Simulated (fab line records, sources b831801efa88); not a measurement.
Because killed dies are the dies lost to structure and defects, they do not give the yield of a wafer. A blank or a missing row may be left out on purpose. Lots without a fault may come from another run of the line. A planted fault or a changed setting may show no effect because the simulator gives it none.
What tool caused it?    flow sfqLine    14 lots with 42 wafers sampled at 4 steps, on a route of 325 steps

WHAT THE GAUGES READ, wafer by wafer
SFQ_R5_THK_MEAS_934: measures by xrf.
lot   measured      on            R5_MONX_THK (nm)
L450  day 47 04:07  filmMetro-03  41.3 41.7 41.1
L451  day 47 10:01  filmMetro-01  40.6 40.3 40.0
L459  day 56 21:02  filmMetro-04  40.5 41.1 40.5
L460  day 57 09:12  filmMetro-01  41.4 42.1 41.8
L462  day 57 17:31  filmMetro-03  41.2 41.8 40.6
L463  day 58 06:16  filmMetro-01  41.4 42.0 41.0
L464  day 58 17:04  filmMetro-01  41.0 41.4 41.7
L465  day 59 00:16  filmMetro-04  41.4 41.4 40.9
L466  day 59 13:29  filmMetro-04  40.4 41.1 40.4
L467  day 59 23:56  filmMetro-03  40.7 40.2 41.3
L468  day 61 02:57  filmMetro-03  40.7 40.7 40.5
L469  day 61 09:13  filmMetro-01  41.7 41.0 41.6
L471  day 61 17:29  filmMetro-01  41.5 41.0 41.0
L472  day 61 21:16  filmMetro-01  41.2 41.3 40.7

SFQ_M6_OVL_MEAS_940.
lot   measured      on          M6_OVL (nm)
L450  day 64 15:44  overlay-02  -3 -5 -6
L451  day 64 18:08  overlay-02  9 1 5
L459  day 67 06:20  overlay-02  -2 10 -1
L460  day 67 07:32  overlay-02  -5 0 4
L462  day 69 04:47  overlay-01  2 0 -2
L463  day 69 06:44  overlay-02  -4 -9 -6
L464  day 69 07:56  overlay-02  -6 -7 -2
L465  day 69 15:14  overlay-01  -7 -6 -6
L466  day 69 17:38  overlay-02  -17 -13 -17
L467  day 69 21:14  overlay-02  -10 -7 -5
L468  day 70 05:38  overlay-01  -5 -3 -1
L469  day 70 11:38  overlay-01  2 3 -5
L471  day 70 18:50  overlay-01  -5 -5 6
L472  day 70 22:26  overlay-02  2 1 2

WHAT TOOL EACH LOT RAN ON (gives the tool, then ch and the chambers of the sampled wafers, and finally the start)
lot   SFQ_TRILAYER_R5_BARC_OPEN_METAL_ETCH_177  SFQ_TRILAYER_C5_STRIP_STRIP_155
L450  rieMetal-03 ch 0,1, day 53 11:09          rieMetal-03 ch 0, day 64 05:18
L451  rieMetal-04 ch 0,1, day 53 18:21          rieMetal-03 ch 0,1, day 64 10:06
L459  rieMetal-03 ch 0,1, day 57 01:57          rieMetal-03 ch 0,1, day 67 00:30
L460  rieMetal-02 ch 0,1, day 57 11:33          rieMetal-01 ch 0,1, day 67 01:42
L462  rieMetal-04 ch 0,1, day 63 02:04          rieMetal-03 ch 0,1, day 68 21:56
L463  rieMetal-03 ch 0, day 63 10:28            rieMetal-01 ch 0, day 68 22:54
L464  rieMetal-04 ch 0,1, day 63 15:16          rieMetal-01 ch 0,1, day 69 01:18
L465  rieMetal-02 ch 0,1, day 63 20:52          rieMetal-03 ch 0,1, day 69 03:52
L466  rieMetal-03 ch 0, day 64 07:43            rieMetal-03 ch 0,1, day 69 09:54
L467  rieMetal-02 ch 0, day 64 17:13            rieMetal-01 ch 0,1, day 69 12:06
L468  rieMetal-02 ch 0,1, day 65 14:49          rieMetal-03 ch 0,1, day 70 00:14
L469  rieMetal-02 ch 0,1, day 65 19:37          rieMetal-01 ch 0,1, day 70 03:50
L471  rieMetal-04 ch 0,1, day 66 04:01          rieMetal-01 ch 0,1, day 70 13:26
L472  rieMetal-04 ch 0,1, day 66 06:25          rieMetal-03 ch 0, day 70 17:02
- SFQ_TRILAYER_R5_BARC_OPEN_METAL_ETCH_177: etches BARC in O2, target depth 125 nm, time 41.7 s.
- SFQ_TRILAYER_C5_STRIP_STRIP_155: strips in O2.

AS READ BY THE TOOLS THEMSELVES (means over the sampled wafers that have a number; for cases with no such wafer, the mark the record gives instead)
SFQ_TRILAYER_R5_BARC_OPEN_METAL_ETCH_177.
lot   tool         drypumpMotorCurrentA (A)  oesProductAu (a.u.)
L450  rieMetal-03  5.3                       0.683
L451  rieMetal-04  5.0                       0.685
L459  rieMetal-03  5.4                       0.687
L460  rieMetal-02  5.9                       0.682
L462  rieMetal-04  5.0                       0.688
L463  rieMetal-03  5.3                       0.687
L464  rieMetal-04  5.0                       0.690
L465  rieMetal-02  5.9                       0.686
L466  rieMetal-03  5.3                       0.686
L467  rieMetal-02  5.7                       0.686
L468  rieMetal-02  5.9                       0.688
L469  rieMetal-02  5.9                       0.683
L471  rieMetal-04  5.0                       0.687
L472  rieMetal-04  4.9                       0.686

SFQ_TRILAYER_C5_STRIP_STRIP_155.
lot   tool         chamberPressureMTorr (mTorr)  drypumpMotorCurrentA (A)  oesProductAu (a.u.)
L450  rieMetal-03  49.97                         5.30                      0.993
L451  rieMetal-03  49.98                         5.35                      1.002
L459  rieMetal-03  -                             -                         -
L460  rieMetal-01  -                             -                         -
L462  rieMetal-03  50.03                         5.37                      1.010
L463  rieMetal-01  50.00                         5.06                      1.016
L464  rieMetal-01  49.97                         5.13                      1.012
L465  rieMetal-03  50.03                         5.38                      1.008
L466  rieMetal-03  50.00                         5.37                      1.002
L467  rieMetal-01  49.95                         5.14                      1.001
L468  rieMetal-03  50.03                         5.34                      0.998
L469  rieMetal-01  49.99                         5.13                      1.008
L471  rieMetal-01  50.01                         5.10                      1.016
L472  rieMetal-03  49.97                         5.31                      1.001

THE ANSWER, worked out from the rows above alone
Rule: usual is defined by the lots themselves. Put in order of their means at a reading, lots are off if they are a third of the lots or fewer, leave a main group of 4 or more, and stand apart from it by a gap of 3 or more times the standard deviation of the main group's means; of several such gaps the widest counts. A main group whose means are all the same, to the digits that the tables above print for the reading, isn't used. Also off: a lot with no number at a reading for which 4 or more lots have one. Any other lot the step has rows for is counted as sound. First the gauges in route order, then the tools' own readings, where a lot's mean is used as printed above. The first step at which some lot is off is used, and at that step the reading that is off furthest; a lot without a number counts as furthest.
Off at SFQ_TRILAYER_C5_STRIP_STRIP_155 (chamberPressureMTorr): L459, L460. Without a number there: L459, L460. Main group: mean 49.99 mTorr, sd 0.026.
A tool fits if, at that step or a process step before it, it ran every lot that is off, and no sound lot after the first of them. Of those tried, none fits.

WHAT THE SIMULATOR PUT IN
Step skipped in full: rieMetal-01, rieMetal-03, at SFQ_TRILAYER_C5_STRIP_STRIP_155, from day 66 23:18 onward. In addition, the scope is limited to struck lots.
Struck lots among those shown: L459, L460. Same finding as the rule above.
